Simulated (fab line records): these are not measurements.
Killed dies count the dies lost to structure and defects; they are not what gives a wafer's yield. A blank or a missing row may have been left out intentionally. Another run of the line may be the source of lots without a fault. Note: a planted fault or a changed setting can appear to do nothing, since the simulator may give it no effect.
Struck lot and sound lot, side by side | flow sky130 | 23 steps out of a route of 708
Sound: wafers L816.1, L816.2, L816.6. Struck: wafer L830.6. (L830.1, L830.5 of the same lot were not struck and are left out.) The cause comes at the end.
At each step with rows: each side's tool, then ch and its chambers, then its first start. Under that, the readings that differ: sound wafers | struck wafers | difference of the means | sigmas: that difference in standard deviations of wafers without a fault.
alike: readings with means less than 2 such deviations apart, plus words and numbers identical on both sides. not compared: withheld readings, readings lacking a value on some wafer, bounds such as >300 that could conceal the same value, and numbers that have no deviation in the record and whose values overlap.
A row with sigmas, a row that says differs or no value, or rows on one side alone: a step with any of these is where the two part. Numbers that don't overlap but have no deviation are shown without sigmas and don't part them. Lack of a reading on every wafer of one side parts them only where that side has two or more wafers.

first, 5 steps without rows for these wafers: SKY_POLY_CUT_COAT_03 (resist thk 450 nm); SKY_POLY_CUT_SOFTBAKE_04 (time 90 s); SKY_POLY_CUT_EXPOSE_05 (exposes mask NPCM, target cd 270 nm); SKY_POLY_CUT_PEB_06; SKY_POLY_CUT_DEVELOP_07 (develop time 60 s).
SKY_POLY_CUT_CD_MEAS_08: target cd 270 nm.
  struck on cd sem-01, day 30 21:19; sound on cd sem-01, day 26 12:07
  alike: cd nm
SKY_POLY_CUT_OVL_MEAS_09:
  struck on overlay-01, day 30 21:26; sound on overlay-01, day 26 12:14
  alike: POLY_CUT_OVL
SKY_POLY_CUT_ETCH_10: etches BARC in N2/H2, stops on SiO2, time 45.9 s, target depth 60 nm.
  sound on rie diel-03 ch 1,2, day 26 12:16; struck on rie diel-02 ch 0, day 30 21:28
  alike: drypump motor current A, oes product au, throttle valve pct
  not compared: rf hours counter h
SKY_POLY_CUT_ETCH_11: etches Si3N4 in CF4/CH2F2/Ar, stops on poly-Si, time 42.5 s, target depth 60 nm.
  sound on rie diel-03 ch 1,2, day 26 12:19; struck on rie diel-02 ch 0, day 30 21:31
  alike: drypump motor current A, oes product au, throttle valve pct
  not compared: rf hours counter h
SKY_POLY_CUT_STRIP_12: strips in O2/N2.
  sound on plasma asher-04 ch 0,1, day 26 12:21; struck on plasma asher-03 ch 1, day 30 21:33
  reading                      | sound             | struck | difference | sigmas
  strip time to endpoint s (s) | 5.366 5.389 5.373 | 5.334  | -0.042     | -2
  alike: drypump motor current A, oes product au
  not compared: rf hours counter h
then, 2 steps without rows for these wafers: SKY_SD_P_DEHYDRATE_00 (time 60 s); SKY_SD_P_HMDS_01 (prime time 60 s).
SKY_SD_P_COAT_02: resist thk 1140 nm.
  sound on litho track-02 ch 0, day 27 02:14; struck on litho track-04 ch 0, day 31 11:46
  reading                                   | sound          | struck | difference | sigmas
  model.NOVOLAK_of_SD_P_COAT_02.thk nm (nm) | 1142 1137 1138 | 1205   | +66        |
then, 3 steps without rows for these wafers: SKY_SD_P_SOFTBAKE_03 (time 60 s); SKY_SD_P_EXPOSE_04 (exposes mask PSDM, target cd 380 nm); SKY_SD_P_PEB_05.
SKY_SD_P_DEVELOP_06: develop time 60 s.
  sound on litho track-04 ch 0, day 27 16:22; struck on litho track-04 ch 0, day 32 01:16
  reading                                   | sound          | struck | difference | sigmas
  model.NOVOLAK_of_SD_P_COAT_02.thk nm (nm) | 1142 1137 1138 | 1204   | +65        |
SKY_SD_P_CD_MEAS_07: target cd 380 nm.
  struck on cd sem-02, day 32 01:25; sound on cd sem-01, day 27 16:31
  reading    | sound             | struck | difference | sigmas
  cd nm (nm) | 380.4 380.6 381.9 | 374.9  | -6.1       | -2
SKY_SD_P_OVL_MEAS_08:
  struck on overlay-01, day 32 01:32; sound on overlay-01, day 27 16:38
  reading       | sound          | struck | difference | sigmas
  SD_P_OVL (nm) | -2.5 -1.7 -1.3 | 1.9    | +3.7       | +2
after that, 1 step had no rows for these wafers: SKY_SD_P_IMPLANT_09.
SKY_SD_P_STRIP_10: strips in O2/N2.
  sound on plasma asher-04 ch 0,1, day 27 16:49; struck on plasma asher-01 ch 1, day 32 01:43
  reading                      | sound             | struck | difference | sigmas
  strip time to endpoint s (s) | 17.52 17.46 17.46 | 18.20  | +0.72      | +16
  alike: drypump motor current A, oes product au
  not compared: rf hours counter h
SKY_SD_P_TW_MEAS_11:
  struck on film metro-01, day 32 01:49; sound on film metro-02, day 27 16:55
  reading | sound          | struck | difference | sigmas
  SD_P_TW | 2795 2812 2788 | 2852   | +54        | +2
-- record jumps: 18 days separate the struck wafers' starts on either side; left off in module SD_P, taken up again in module PAD_OPEN, whose first shown step is the route's number 708 --
SKY_PAD_OPEN_PROBE_99:
  struck on prober-02, day 50 07:08; sound on prober-02, day 47 11:03
  alike: killed_at_M0_to_M3, killed_at_M4_up, killed at contacts, killed at front end, killed at other, killed dies, killed open, killed short

## WHERE THEY PART
Last at SKY_SD_P_TW_MEAS_11 as far as this record goes, first at SKY_POLY_CUT_STRIP_12. Later steps at which nothing parts them and some readings are alike: SKY_PAD_OPEN_PROBE_99.

WHY: the cause the simulator had injected
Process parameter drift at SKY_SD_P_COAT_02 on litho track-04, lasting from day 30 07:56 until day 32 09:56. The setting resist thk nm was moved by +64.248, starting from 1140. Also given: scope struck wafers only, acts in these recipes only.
